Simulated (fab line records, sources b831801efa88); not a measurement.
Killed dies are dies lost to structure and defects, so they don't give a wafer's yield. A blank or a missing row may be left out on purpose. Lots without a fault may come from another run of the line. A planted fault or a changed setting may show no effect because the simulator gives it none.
Problem report in the 8D (eight disciplines) form, filled by code | flow gf180mcu | the parts of the form that need people (team, actions taken, sign-off) are left out

1. THE PROBLEM
oes_product_au at GF_M5_ETCH_09 reads a mean of 0.917 a.u. on 1 wafer of 1 lot; wafers without a fault read 0.993 a.u. with a standard deviation of 0.015. That is -5.1 standard deviations from the usual mean.
The step: etches Si3N4 in CF4/O2, target depth 52 nm, time 11.6 s.
First seen on wafer L169.5, day 31 19:05, on rie_diel-03. The record holds 35 wafers of 12 lots with a number at this step. Rule for "out", or "out of limits": more than 4 standard deviations from the usual mean. The other wafers with a number count as sound.

2. WHAT IT IS AND WHAT IT IS NOT
question                    | is                | is not
which readings at this step | oes_product_au    | drypump_motor_current_A, rf_fwd_power_W
which lots                  | L169              | L152, L155, L156, L157, L159, L165, L170, L171, L172, L173, L174
which wafers of those lots  | L169.5            | L169.3
read on which tools         | rie_diel-03       | rie_diel-02, rie_diel-04
when                        | from day 31 19:05 | up to then (19 sound wafers); but 15 sound wafers of L170, L171, L172, L173, L174 came after

3. SUSPECTS, AND WHAT RULES EACH OUT
Counting: a tool at a process step up to the reading stays a suspect if it ran every lot that is out. Sound lots after the first of them don't rule it out here, since some wafers of a struck lot are sound.
- plasma_asher-04 at GF_MIM_STRIP_20 (strips in O2/N2): kept. It ran the lot that is out, L169 (day 31 01:13); its last sound lot up to then is L165 (day 29 21:06).
- rie_diel-03 at GF_M5_ETCH_09 (etches Si3N4 in CF4/O2, target depth 52 nm, time 11.6 s): kept. It ran the lot that is out, L169 (day 31 19:05); its last sound lot up to then is L156 (day 27 18:56). Its own readings are out on those wafers: oes_product_au.
- Within rie_diel-03 at GF_M5_ETCH_09: the wafers that are out ran in chamber 1; their sound lot-mates ran in chamber 0.
Left after counting: plasma_asher-04 at GF_MIM_STRIP_20, rie_diel-03 at GF_M5_ETCH_09.

4. THE CAUSE (what the simulator had put in)
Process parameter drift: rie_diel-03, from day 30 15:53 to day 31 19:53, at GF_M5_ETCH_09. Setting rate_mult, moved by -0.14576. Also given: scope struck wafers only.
Counting left 2 suspects, and this tool is among them.

5. THE CHAIN OF EFFECTS, in route order
Each row: a reading whose mean over the struck wafers that have a number lies more than 3 standard deviations from the usual. Only readings for which the record gives a usual standard deviation are gone through. hours: the time from each lot's start at the first step in this table that gives one to its start at this step, as a median over the lots. sigmas: the change in usual standard deviations.
hours | step          | reading            | usual      | on struck wafers | change | sigmas
0     | GF_M5_ETCH_09 | oes_product_au     | 0.993 a.u. | 0.917            | -0.076 | -5.1
0     | GF_M5_ETCH_09 | throttle_valve_pct | 5.968 %    | 5.931            | -0.037 | -3.8
The process steps in it:
- GF_M5_ETCH_09: etches Si3N4 in CF4/O2, target depth 52 nm, time 11.6 s.

6. WHAT WOULD HAVE CAUGHT IT SOONER
In this record the first reading out of limits was taken at day 31 19:05, 27 hours after the fault began at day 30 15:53.
